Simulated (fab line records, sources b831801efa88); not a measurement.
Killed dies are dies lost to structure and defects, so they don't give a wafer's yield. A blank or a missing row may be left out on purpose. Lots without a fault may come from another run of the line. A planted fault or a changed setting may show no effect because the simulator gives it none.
A struck lot beside a sound one | flow sky130 | 15 steps out of a route of 708
Sound: wafers L555.3, L555.4, L555.5. Struck: wafers L548.2, L548.3, L548.4. The cause comes at the end.
At each step with rows: each side's tool, then ch and its chambers, then its first start. Under that, the readings that differ: sound wafers | struck wafers | difference of the means | sigmas: that difference in standard deviations of wafers without a fault.
alike: readings whose means differ by less than 2 such deviations, and words and numbers that are the same on both sides. not compared: withheld readings, readings that some wafer has no value for, bounds like >300 that may hide the same value, and numbers for which the record gives no deviation and whose values overlap.
The two part at a step that has a row with sigmas, a row that says differs or no value, or rows on one side only. Numbers that don't overlap but have no deviation are shown without sigmas and don't part them. A reading that every wafer of one side lacks parts them only if that side has two wafers or more.

first, 2 steps without rows for these wafers: SKY_METAL5_CLEAN_18 (cleans in IPA, time 180 s); SKY_METAL5_CLEAN_19 (cleans in O3/DIW).
SKY_PASSIVATION_CVD_00: deposits SiO2, target thk 90 nm.
  sound on pecvd-04 ch 1,2, day 49 06:05; struck on pecvd-03 ch 0,1,2, day 46 23:34
  alike: heater_power_w
SKY_PASSIVATION_THK_MEAS_01:
  sound on film_metro-03, day 49 06:07; struck on film_metro-03, day 46 23:35
  alike: PASSIVATION_CVD_00_THK
SKY_PASSIVATION_CVD_02: deposits Si3N4, target thk 540 nm.
  sound on pecvd-02 ch 0,2, day 49 06:10; struck on pecvd-04 ch 0,1, day 46 23:38
  alike: heater_power_w
SKY_PASSIVATION_THK_MEAS_03:
  sound on film_metro-03, day 49 06:25; struck on film_metro-02, day 46 23:52
  alike: PASSIVATION_CVD_02_THK
then, 6 steps without rows for these wafers: SKY_PASSIVATION_DEHYDRATE_04 (time 60 s); SKY_PASSIVATION_HMDS_05 (prime time 60 s); SKY_PASSIVATION_COAT_06 (resist thk 3000 nm); SKY_PASSIVATION_SOFTBAKE_07; SKY_PASSIVATION_EXPOSE_08 (exposes mask NSM, target cd 3000 nm); SKY_PASSIVATION_PEB_09.
SKY_PASSIVATION_DEVELOP_10: develop time 60 s.
  sound on litho_track-04 ch 0, day 49 23:00; struck on litho_track-02 ch 0, day 47 19:00
  reading              | sound             | struck            | difference | sigmas
  developer_temp_C (C) | 22.86 22.82 22.92 | 22.01 22.30 22.21 | -0.69      | -6
  alike: chill_plate_temp_C
SKY_PASSIVATION_ETCH_11: etches the open film in CF4/O2, stops on AlCu, target depth 725 nm, time 161.1 s.
  sound on rie_diel-04 ch 1,3, day 49 23:35; struck on rie_diel-03 ch 0,1,2, day 47 19:17
  alike: cf4_flow_sccm, drypump_motor_current_A, oes_product_au, throttle_valve_pct
  not compared: rf_hours_counter_h
SKY_PAD_OPEN_PROBE_99:
  sound on prober-01, day 50 18:58; struck on prober-02, day 48 15:49
  alike: defect_limited_yield, killed_at_M0_to_M3, killed_at_M4_up, killed_at_contacts, killed_at_front_end, killed_at_other, killed_dies, killed_open, killed_short, sort_bin_3_pad_short, sort_bin_5_function, sort_bin_6_memory, sort_n_pass, sort_yield_pct

WHERE THEY PART
Only at SKY_PASSIVATION_DEVELOP_10, within this record. Later steps at which nothing parts them and some readings are alike: SKY_PASSIVATION_ETCH_11, SKY_PAD_OPEN_PROBE_99.

WHY: what the simulator had put in
Process parameter drift: litho_track-02, from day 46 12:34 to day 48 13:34, at SKY_PASSIVATION_DEVELOP_10. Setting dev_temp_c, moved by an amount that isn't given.
